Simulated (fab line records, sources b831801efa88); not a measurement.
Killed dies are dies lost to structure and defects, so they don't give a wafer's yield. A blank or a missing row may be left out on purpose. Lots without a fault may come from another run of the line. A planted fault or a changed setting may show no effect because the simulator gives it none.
fab line records | flow gf180mcu
record lots=24 wafers=72 last_day=34
route steps=602 shown CONTACT@289 V2@397 M4@461 V4@478 V5@566
lots that met no fault: from a run of the same line without faults
start_h: hours from the record's first day to the start of the lot's first wafer shown | wait_h: hours since the lot's step before | " the same as in the row above | L1.1+2: a row that stands for several wafers | - no value, or no start given | * or withheld: withheld | < > ~ a bound
route shown NAME@n: a module of which the file shows steps, and the number in the route of the first | usual: mean/standard deviation of fault-free wafers | same: alike in all rows | chamber/n: place in a boat | sites: the reading at each site | _std_site: their standard deviation | _edge_site: outer sites' mean less inner sites' | radius_mm: how far each site lies from the wafer's centre | mask NAME#n: copy n | behind: the tool/chamber that last shaped the wafer | hold: why the lot was held/for how many hours/how that ended | device: the transistor (n, p or np) that didn't switch | end of line: the same wafers' tests at the end of the route | a step without rows: its recipe alone | killed: dies lost to structure and defects at the first sort, not the wafer's yield | map: a wafer's dies, x killed, . not, _ none there
set.NAME: the setting as run; set.NAME@STEP: as run at that earlier step | model.NAME: the simulator's own value behind a step, which no gauge read
steps of the route over a sample of lots; a table a step, a row a wafer
services: from which hour (start_h, from the record's first day; less than 0 if before it) a tool's chamber was out of use, for how many hours, and why
## steps
# step GF_CONTACT_CVD_02
# recipe material=SiO2 target_thk_nm=860 precursor=TEOS temp_c=400 time_s=95.992 rf_w=600
# usual heater_power_outer_w=402/60 heater_power_w=696/90 susceptor_temp_C=399.97/0.21
# columns lot.wafer tool chamber start_h wait_h heater_power_outer_w heater_power_w susceptor_temp_C
L074.2 pecvd-02 1 345.42 0.0 411 680 400.36
L074.3 " 0 " " 428 745 400.06
L074.6 " 1 " " 313 539 400.03
L075.3 pecvd-02 0 350.82 0.0 445 780 400.32
L075.4 " 1 " " 407 675 399.95
L075.5 " 2 " " 282 471 400.32
L076.2 pecvd-04 2 355.71 0.0 506 794 399.84
L076.3 " 0 " " 428 782 400.10
L076.6 " 1 " " 283 549 400.15
L077.1 pecvd-03 2 361.76 0.1 360 657 399.95
L077.3 " 2 " " 379 705 399.59
L077.6 " 2 " " 409 747 400.07
L078.1 pecvd-03 1 373.10 0.1 393 718 400.03
L078.3 " 0 " " 361 702 399.78
L078.4 " 0 " " 397 755 399.96
L079.1 pecvd-04 2 382.97 0.1 459 740 400.24
L079.3 " 1 " " 326 603 400.06
L079.6 " 2 " " 486 790 400.01
L081.2 pecvd-04 2 401.81 0.0 435 713 399.88
L081.3 " 1 " " 359 642 400.41
L081.6 " 1 " " 387 669 400.33
L080.1 pecvd-04 1 406.31 0.1 361 641 400.00
L080.3 " 0 " " 414 746 399.80
L080.6 " 1 " " 389 676 400.00
L082.1 pecvd-04 2 410.42 0.1 518 820 400.03
L082.3 " 0 " " 447 768 400.10
L082.4 " 2 " " 418 662 400.06
L083.4 pecvd-02 0 411.40 0.1 370 666 399.79
L083.5 " 0 " " 428 736 399.96
L083.6 " 2 " " 371 589 400.00
L084.1 pecvd-02 2 425.90 0.1 366 594 399.78
L084.2 " 1 " " 379 623 400.08
L084.3 " 0 " " 440 776 400.32
L085.3 pecvd-04 0 435.61 0.0 354 639 399.55
L085.4 " 2 " " 518 822 400.14
L085.6 " 0 " " 397 726 399.87
L086.2 pecvd-03 0 439.68 0.0 402 761 400.05
L086.5 " 0 " " 426 778 400.33
L086.6 " 1 " " 457 803 400.16
L087.1 pecvd-02 0 455.94 0.1 420 752 399.99
L087.3 " 1 " " 366 628 399.97
L087.4 " 1 " " 401 672 399.72
L088.2 pecvd-04 0 465.74 0.0 422 766 399.76
L088.4 " 2 " " 506 810 400.28
L088.6 " 0 " " 345 644 399.93
L089.3 pecvd-04 1 470.51 0.0 385 688 399.76
L089.4 " 1 " " 298 551 399.83
L089.6 " 0 " " 345 632 400.07
L090.1 pecvd-03 1 476.58 0.1 420 757 399.99
L090.5 " 0 " " 313 652 400.17
L090.6 " 1 " " 455 785 399.91
L091.1 pecvd-02 2 486.71 0.1 383 605 400.06
L091.3 " 0 " " 433 779 400.10
L091.4 " 0 " " 472 812 399.98
L092.1 pecvd-02 2 493.09 0.1 287 476 400.13
L092.2 " 1 " " 376 626 399.95
L092.4 " 2 " " 333 537 399.92
L093.1 pecvd-04 0 504.35 0.1 439 760 399.78
L093.3 " 2 " " 426 710 399.64
L093.6 " 0 " " 343 631 399.94
L094.3 pecvd-03 1 514.04 0.0 376 712 400.27
L094.4 " 1 " " 448 778 399.85
L094.6 " 0 " " 421 764 399.68
L095.1 pecvd-04 2 522.01 0.1 460 735 400.14
L095.3 " 1 " " 358 638 399.96
L095.6 " 2 " " 492 790 399.57
L096.2 pecvd-04 2 533.16 0.0 441 695 399.78
L096.3 " 1 " " 357 629 399.72
L096.4 " 2 " " 477 765 399.58
L097.3 pecvd-03 1 534.71 0.0 448 803 399.85
L097.4 " 2 " " 355 673 399.86
L097.5 " 1 " " 458 820 399.62
# step GF_V2_OVL_MEAS_15
# usual V2_OVL=3/5.2
# columns lot.wafer tool chamber start_h wait_h V2_OVL[nm]
L074.2 overlay-02 - 467.29 0.1 -9
L074.3 " - " " -2
L074.6 " - " " -1
L075.3 overlay-01 - 476.24 0.1 7
L075.4 " - " " -4
L075.5 " - " " 4
L076.2 overlay-01 - 480.90 0.1 1
L076.3 " - " " 2
L076.6 " - " " 1
L077.1 overlay-01 - 488.80 0.1 3
L077.3 " - " " -3
L077.6 " - " " -2
L078.1 overlay-02 - 500.15 0.1 9
L078.3 " - " " 11
L078.4 " - " " 5
L079.1 overlay-01 - 510.24 0.1 -1
L079.3 " - " " 0
L079.6 " - " " 5
L081.2 overlay-01 - 528.00 0.1 6
L081.3 " - " " 11
L081.6 " - " " 6
L080.1 overlay-02 - 534.23 0.1 2
L080.3 " - " " -9
L080.6 " - " " 7
L082.1 overlay-01 - 537.60 0.1 -3
L082.3 " - " " 2
L082.4 " - " " -3
L083.4 overlay-01 - 537.97 0.1 3
L083.5 " - " " 7
L083.6 " - " " 4
L084.1 overlay-01 - 550.83 0.1 0
L084.2 " - " " 8
L084.3 " - " " -4
L085.3 overlay-02 - 560.70 0.1 12
L085.4 " - " " 10
L085.6 " - " " 3
L086.2 overlay-02 - 562.70 0.1 12
L086.5 " - " " 8
L086.6 " - " " 6
L087.1 overlay-02 - 578.38 0.1 3
L087.3 " - " " 3
L087.4 " - " " 8
L088.2 overlay-01 - 598.50 0.1 -5
L088.4 " - " " 4
L088.6 " - " " -3
L089.3 overlay-01 - 599.83 0.1 3
L089.4 " - " " 1
L089.6 " - " " -4
L090.1 overlay-01 - 601.02 0.1 3
L090.5 " - " " -5
L090.6 " - " " -2
L091.1 overlay-01 - 611.28 0.1 -6
L091.3 " - " " -4
L091.4 " - " " 2
L092.1 overlay-02 - 619.18 0.1 0
L092.2 " - " " 4
L092.4 " - " " 6
L093.1 overlay-01 - 624.09 0.1 6
L093.3 " - " " 2
L093.6 " - " " 1
L094.3 overlay-02 - 635.59 0.1 4
L094.4 " - " " -3
L094.6 " - " " 7
L095.1 overlay-01 - 642.15 0.1 5
L095.3 " - " " 4
L095.6 " - " " 3
L096.2 overlay-01 - 650.33 0.1 10
L096.3 " - " " 5
L096.4 " - " " 11
L097.3 overlay-01 - 652.15 0.1 3
L097.4 " - " " 7
L097.5 " - " " 10
# step GF_M4_RS_MEAS_05
# recipe thk_meas_gauge=four-point-probe reads=TiN_of_M4_SPUTTER_04+Ti_of_M4_SPUTTER_03+AlCu_of_M4_SPUTTER_02+TiN_of_M4_SPUTTER_01+Ti_of_M4_SPUTTER_00
# usual M4_ALCU_RS=0.0696/0.00074
# columns lot.wafer tool chamber start_h wait_h M4_ALCU_RS[ohm/sq]
L074.2 film_metro-02 - 519.40 0.0 0.0698
L074.3 " - " " 0.0691
L074.6 " - " " 0.0697
L075.3 film_metro-03 - 527.44 0.1 0.0692
L075.4 " - " " 0.0695
L075.5 " - " " 0.0698
L076.2 film_metro-02 - 533.92 0.0 0.0690
L076.3 " - " " 0.0695
L076.6 " - " " 0.0694
L077.1 film_metro-02 - 538.89 0.0 0.0698
L077.3 " - " " 0.0700
L077.6 " - " " 0.0700
L078.1 film_metro-02 - 550.52 0.0 0.0706
L078.3 " - " " 0.0701
L078.4 " - " " 0.0712
L079.1 film_metro-03 - 563.92 0.0 0.0699
L079.3 " - " " 0.0703
L079.6 " - " " 0.0703
L081.2 film_metro-01 - 578.17 0.0 0.0696
L081.3 " - " " 0.0700
L081.6 " - " " 0.0700
L080.1 film_metro-01 - 597.94 0.0 0.0684
L080.3 " - " " 0.0687
L080.6 " - " " 0.0681
L082.1 film_metro-02 - 599.01 0.0 0.0693
L082.3 " - " " 0.0692
L082.4 " - " " 0.0687
L083.4 film_metro-01 - 599.30 0.1 0.0697
L083.5 " - " " 0.0707
L083.6 " - " " 0.0706
L084.1 film_metro-01 - 603.04 0.0 0.0698
L084.2 " - " " 0.0696
L084.3 " - " " 0.0688
L085.3 film_metro-03 - 614.42 0.1 0.0698
L085.4 " - " " 0.0698
L085.6 " - " " 0.0697
L086.2 film_metro-01 - 618.82 0.0 0.0699
L086.5 " - " " 0.0700
L086.6 " - " " 0.0702
L087.1 film_metro-03 - 625.67 0.0 0.0696
L087.3 " - " " 0.0696
L087.4 " - " " 0.0697
L088.2 film_metro-02 - 641.94 0.0 0.0695
L088.4 " - " " 0.0704
L088.6 " - " " 0.0701
L089.3 film_metro-03 - 643.96 0.1 0.0688
L089.4 " - " " 0.0694
L089.6 " - " " 0.0694
L090.1 film_metro-02 - 645.24 0.0 0.0710
L090.5 " - " " 0.0707
L090.6 " - " " 0.0709
L091.1 film_metro-02 - 657.55 0.0 0.0698
L091.3 " - " " 0.0696
L091.4 " - " " 0.0699
L092.1 film_metro-01 - 663.25 0.0 0.0691
L092.2 " - " " 0.0690
L092.4 " - " " 0.0693
L093.1 film_metro-01 - 669.07 0.0 0.0709
L093.3 " - " " 0.0702
L093.6 " - " " 0.0709
L094.3 film_metro-02 - 680.04 0.1 0.0703
L094.4 " - " " 0.0702
L094.6 " - " " 0.0703
L095.1 film_metro-03 - 686.63 0.0 0.0682
L095.3 " - " " 0.0677
L095.6 " - " " 0.0682
L096.2 film_metro-02 - 693.08 0.0 0.0690
L096.3 " - " " 0.0686
L096.4 " - " " 0.0680
L097.3 film_metro-01 - 694.81 0.1 0.0705
L097.4 " - " " 0.0701
L097.5 " - " " 0.0698
# step GF_V4_CVD_02
# recipe material=SiO2 target_thk_nm=850 precursor=TEOS temp_c=400 time_s=94.851 rf_w=600
# usual heater_power_outer_w=403/62 heater_power_w=693/86 susceptor_temp_C=399.98/0.22
# columns lot.wafer tool chamber start_h wait_h heater_power_outer_w heater_power_w susceptor_temp_C
L074.2 pecvd-02 1 543.82 0.0 385 639 400.36
L074.3 " 2 " " 308 502 399.93
L074.6 " 1 " " 412 659 399.77
L075.3 pecvd-04 1 550.59 0.0 383 667 399.84
L075.4 " 1 " " 399 694 399.67
L075.5 " 0 " " 459 804 399.77
L076.2 pecvd-04 0 557.84 0.0 347 655 399.75
L076.3 " 2 " " 432 685 400.02
L076.6 " 2 " " 473 775 399.82
L077.1 pecvd-03 1 562.19 0.1 371 680 399.23
L077.3 " 2 " " 401 731 399.92
L077.6 " 2 " " 292 590 400.06
L078.1 pecvd-02 2 573.53 0.1 371 589 399.96
L078.3 " 0 " " 440 774 399.95
L078.4 " 2 " " 284 469 399.92
L079.1 pecvd-03 1 598.62 0.1 376 685 399.98
L079.3 " 0 " " 378 715 399.88
L079.6 " 0 " " 409 764 399.66
L081.2 pecvd-04 0 602.82 0.0 442 764 400.03
L081.3 " 1 " " 392 668 399.98
L081.6 " 2 " " 417 669 399.85
L080.1 pecvd-04 2 611.32 0.1 437 698 400.15
L080.3 " 1 " " 367 651 400.27
L080.6 " 2 " " 484 765 399.86
L082.1 pecvd-04 0 615.97 0.1 439 721 399.85
L082.3 " 2 " " 497 799 399.91
L082.4 " 1 " " 360 656 400.09
L083.4 pecvd-02 0 616.96 0.1 513 860 400.21
L083.5 " 2 " " 349 581 400.08
L083.6 " 1 " " 411 668 399.49
L084.1 pecvd-04 2 624.19 0.1 496 758 399.74
L084.2 " 0 " " 371 657 400.14
L084.3 " 1 " " 343 625 399.67
L085.3 pecvd-03 0 635.21 0.0 364 687 399.79
L085.4 " 0 " " 386 744 399.93
L085.6 " 2 " " 378 695 399.90
L086.2 pecvd-02 0 640.11 0.0 424 771 399.91
L086.5 " 2 " " 288 502 400.22
L086.6 " 1 " " 403 640 399.76
L087.1 pecvd-04 2 646.45 0.1 504 782 399.69
L087.3 " 0 " " 436 757 400.22
L087.4 " 2 " " 533 814 399.88
L088.2 pecvd-03 0 662.37 0.0 383 727 400.03
L088.4 " 2 " " 346 649 400.31
L088.6 " 1 " " 420 769 399.69
L089.3 pecvd-04 2 664.44 0.0 539 821 400.19
L089.4 " 1 " " 366 664 400.11
L089.6 " 2 " " 410 647 400.40
L090.1 pecvd-04 1 666.46 0.1 338 594 400.02
L090.5 " 0 " " 403 724 400.08
L090.6 " 2 " " 525 837 399.87
L091.1 pecvd-02 1 677.39 0.1 437 689 399.89
L091.3 " 2 " " 298 502 399.62
L091.4 " 0 " " 518 862 399.99
L092.1 pecvd-03 0 682.58 0.1 371 712 399.88
L092.2 " 2 " " 307 610 399.59
L092.4 " 0 " " 407 762 399.79
L093.1 pecvd-02 0 688.49 0.1 503 849 400.23
L093.3 " 2 " " 384 611 399.88
L093.6 " 2 " " 297 511 399.74
L094.3 pecvd-04 2 698.54 0.0 494 780 400.01
L094.4 " 0 " " 410 729 400.08
L094.6 " 1 " " 408 680 399.88
L095.1 pecvd-02 2 705.84 0.1 355 584 400.01
L095.3 " 1 " " 435 673 400.18
L095.6 " 2 " " 380 609 400.13
L096.2 pecvd-04 0 712.48 0.0 448 761 400.18
L096.3 " 1 " " 321 593 400.21
L096.4 " 2 " " 500 761 400.21
L097.3 pecvd-03 0 714.25 0.0 378 712 400.18
L097.4 " 1 " " 462 785 400.02
L097.5 " 0 " " 406 750 400.08
# step GF_V4_CMP_04
# recipe material=SiO2 down_force_psi=4 platen_rpm=60 pad_velocity_m_s=0.94248
# usual motor_current_A=12.1/1.5 time_to_endpoint_s=78/4.3
# columns lot.wafer tool chamber start_h wait_h motor_current_A time_to_endpoint_s
L074.3 cmp-02 3 543.94 0.0 13.4 74
L074.2 " 2 " " 14.2 73
L074.6 " 0 " " 12.1 78
L075.4 cmp-01 1 550.77 0.1 10.0 78
L075.3 " 2 " " 14.3 71
L075.5 " 1 " " 10.1 79
L076.3 cmp-01 1 557.97 0.0 9.7 71
L076.2 " 0 " " 10.3 67
L076.6 " 2 " " 14.4 77
L077.1 cmp-02 0 562.37 0.1 12.7 76
L077.3 " 1 " " 10.6 75
L077.6 " 0 " " 12.8 77
L078.3 cmp-01 1 573.69 0.0 9.9 79
L078.1 " 2 " " 13.8 79
L078.4 " 3 " " 12.3 80
L079.1 cmp-02 0 598.79 0.1 12.8 74
L079.3 " 1 " " 11.5 81
L079.6 " 0 " " 12.7 83
L081.2 cmp-02 0 602.95 0.0 13.0 71
L081.3 " 2 " " 13.8 78
L081.6 " 0 " " 12.4 82
L080.1 cmp-01 1 611.45 0.1 9.9 75
L080.3 " 2 " " 13.5 78
L080.6 " 2 " " 14.0 79
L082.3 cmp-01 2 616.10 0.0 14.4 75
L082.1 " 3 " " 11.3 73
L082.4 " 0 " " 10.9 74
L083.4 cmp-02 3 617.10 0.1 13.5 82
L083.6 " 2 " " 13.4 78
L083.5 " 3 " " 13.5 85
L084.2 cmp-02 1 624.32 0.0 11.0 74
L084.3 " 3 " " 13.7 78
L084.1 " 0 " " 12.4 72
L085.4 cmp-01 3 635.44 0.1 11.7 86
L085.3 " 0 " " 10.3 80
L085.6 " 2 " " 13.3 86
L086.2 cmp-01 3 640.24 0.0 11.9 81
L086.6 " 3 " " 11.3 88
L086.5 " 0 " " 10.6 84
L087.3 cmp-01 2 646.58 0.0 13.3 77
L087.1 " 3 " " 12.6 78
L087.4 " 0 " " 11.4 83
L088.2 cmp-01 0 662.50 0.0 10.4 76
L088.4 " 3 " " 11.1 81
L088.6 " 0 " " 11.2 81
L089.3 cmp-01 0 665.47 0.9 10.9 79
L089.4 " 1 " " 10.3 85
L089.6 " 0 " " 10.5 84
L090.1 cmp-01 0 667.12 0.6 10.9 71
L090.6 " 1 " " 10.4 84
L090.5 " 2 " " 13.5 82
L091.4 cmp-02 3 677.51 0.0 13.5 85
L091.3 " 1 " " 11.7 77
L091.1 " 2 " " 14.4 75
L092.2 cmp-02 0 682.71 0.0 12.3 71
L092.4 " 1 " " 10.9 81
L092.1 " 3 " " 13.8 76
L093.3 cmp-02 1 688.90 0.3 11.2 82
L093.1 " 2 " " 13.5 79
L093.6 " 1 " " 11.6 89
L094.4 cmp-01 1 698.67 0.0 10.1 79
L094.3 " 0 " " 10.9 74
L094.6 " 2 " " 14.3 81
L095.1 cmp-01 3 706.41 0.5 11.9 71
L095.3 " 1 " " 10.4 76
L095.6 " 3 " " 11.7 77
L096.3 cmp-02 3 712.66 0.1 12.7 78
L096.2 " 0 " " 12.2 74
L096.4 " 1 " " 11.0 82
L097.4 cmp-01 1 714.38 0.0 10.5 81
L097.3 " 0 " " 10.5 73
L097.5 " 1 " " 10.2 77
# step GF_V5_CMP_26
# recipe stop_on=SiO2 down_force_psi=3.5 platen_rpm=60 t_overpolish_s=15 target_thk_nm=0 pad_velocity_m_s=0.94248
# usual motor_current_A=11.2/1.4 overpolish_run_s=15.001/0.0081 time_to_endpoint_s=85.1/2.7
# columns lot.wafer tool chamber start_h wait_h motor_current_A overpolish_run_s time_to_endpoint_s
L074.3 cmp-01 2 626.62 0.0 12.7 15.007 85.2
L074.2 " 3 " " 11.1 15.014 80.1
L074.6 " 2 " " 12.9 14.995 83.3
L075.4 cmp-02 1 627.02 0.1 10.2 14.992 90.5
L075.3 " 3 " " 12.6 15.011 88.2
L075.5 " 1 " " 9.8 15.001 84.3
L076.3 cmp-02 2 652.40 0.0 12.9 15.012 80.8
L076.2 " 0 " " 11.4 14.985 83.7
L076.6 " 2 " " 12.9 14.997 81.1
L077.1 cmp-02 3 658.73 0.1 12.1 15.001 88.4
L077.3 " 1 " " 9.9 15.002 87.9
L077.6 " 2 " " 12.8 14.999 81.6
L078.3 cmp-01 3 666.67 0.4 10.7 15.014 88.6
L078.1 " 0 " " 9.7 14.991 85.7
L078.4 " 2 " " 12.5 14.997 85.4
L079.1 cmp-01 0 679.90 0.1 9.5 14.999 84.3
L079.3 " 1 " " 9.1 15.007 87.2
L079.6 " 3 " " 10.9 14.998 87.6
L081.3 cmp-02 2 688.25 0.2 12.0 14.993 85.8
L081.2 " 0 " " 11.8 14.999 86.8
L081.6 " 2 " " 12.8 15.009 87.3
L080.3 cmp-01 0 695.42 0.1 9.4 14.987 82.3
L080.1 " 1 " " 9.3 14.995 86.6
L080.6 " 2 " " 12.0 15.001 84.7
L082.1 cmp-02 0 699.31 0.1 11.6 15.011 84.6
L082.3 " 1 " " 10.4 14.991 86.7
L082.4 " 2 " " 12.9 14.998 87.0
L083.4 cmp-02 2 700.39 0.0 12.6 15.012 79.2
L083.6 " 2 " " 13.1 14.986 84.3
L083.5 " 3 " " 12.9 14.982 83.7
L084.2 cmp-01 3 707.05 0.5 10.8 14.997 85.4
L084.3 " 0 " " 10.0 14.996 79.2
L084.1 " 1 " " 9.1 14.994 83.8
L085.4 cmp-01 0 716.16 0.1 10.3 14.994 84.1
L085.3 " 1 " " 9.1 15.008 81.6
L085.6 " 0 " " 10.0 14.980 83.3
L086.2 cmp-01 3 721.42 0.2 11.2 15.017 86.5
L086.5 " 0 " " 9.3 14.997 83.2
L086.6 " 1 " " 9.1 15.007 83.9
L087.4 cmp-01 0 727.67 0.1 9.6 15.003 80.6
L087.3 " 1 " " 9.1 15.000 83.4
L087.1 " 2 " " 12.7 15.005 81.7
L088.2 cmp-02 2 741.16 0.1 12.4 15.007 80.9
L088.4 " 3 " " 12.5 15.013 85.9
L088.6 " 2 " " 12.8 15.000 82.5
L089.3 cmp-01 0 744.80 0.5 9.7 15.021 83.5
L089.4 " 1 " " 9.2 14.992 87.2
L089.6 " 0 " " 9.8 14.996 83.5
L090.1 cmp-01 1 746.15 0.6 9.6 15.006 84.4
L090.5 " 2 " " 12.2 14.998 85.4
L090.6 " 3 " " 10.7 14.998 85.9
L091.1 cmp-01 3 752.68 0.1 11.1 15.001 83.2
L091.3 " 0 " " 10.3 14.996 83.7
L091.4 " 1 " " 9.4 15.009 89.3
L092.4 cmp-01 3 759.32 0.0 11.3 15.010 86.4
L092.2 " 0 " " 9.6 15.007 83.0
L092.1 " 2 " " 13.5 14.993 87.9
L093.1 cmp-02 2 765.66 0.2 13.2 14.998 84.7
L093.3 " 3 " " 13.0 15.004 88.0
L093.6 " 2 " " 13.2 14.998 83.0
L094.4 cmp-02 1 772.38 0.0 10.0 14.998 84.1
L094.3 " 0 " " 11.7 15.009 81.4
L094.6 " 2 " " 12.3 15.000 81.6
L095.1 cmp-01 1 780.56 0.1 8.9 15.004 83.7
L095.3 " 3 " " 10.9 14.997 82.9
L095.6 " 1 " " 9.5 14.990 88.3
L096.2 cmp-01 1 786.65 0.0 9.4 14.997 84.0
L096.4 " 2 " " 13.0 14.989 86.0
L096.3 " 0 " " 10.0 15.012 79.0
L097.3 cmp-02 3 787.30 0.0 12.3 15.004 89.1
L097.4 " 2 " " 12.8 14.989 88.7
L097.5 " 0 " " 10.9 14.997 85.3
## services
# columns tool chamber start_h hours kind
cmp-02 - 366.38 0.5 repair
cmp-02 - 395.00 0.5 repair
cmp-02 - 404.00 4.0 pm
cmp-02 - 404.14 0.9 repair
cmp-02 - 406.46 1.4 repair
pecvd-04 - 415.37 2.8 pm
cmp-01 - 429.51 0.3 repair
cmp-01 - 464.35 2.3 repair
cmp-02 - 474.53 0.4 repair
cmp-02 - 552.23 2.1 repair
pecvd-04 0 564.58 6.0 repair
pecvd-04 - 575.91 1.5 repair
pecvd-04 - 577.35 0.5 repair
cmp-02 - 579.66 4.1 pm
cmp-01 - 580.98 2.7 repair
cmp-01 - 581.24 3.9 repair
cmp-01 - 585.19 6.6 pm
cmp-01 - 591.76 4.0 pm
cmp-02 - 663.03 7.2 pm
cmp-01 - 671.23 8.1 pm
pecvd-04 1 674.66 6.0 repair
cmp-02 - 686.00 1.0 repair
cmp-01 - 687.21 3.3 repair
cmp-02 - 703.63 3.8 repair
## key
fault none
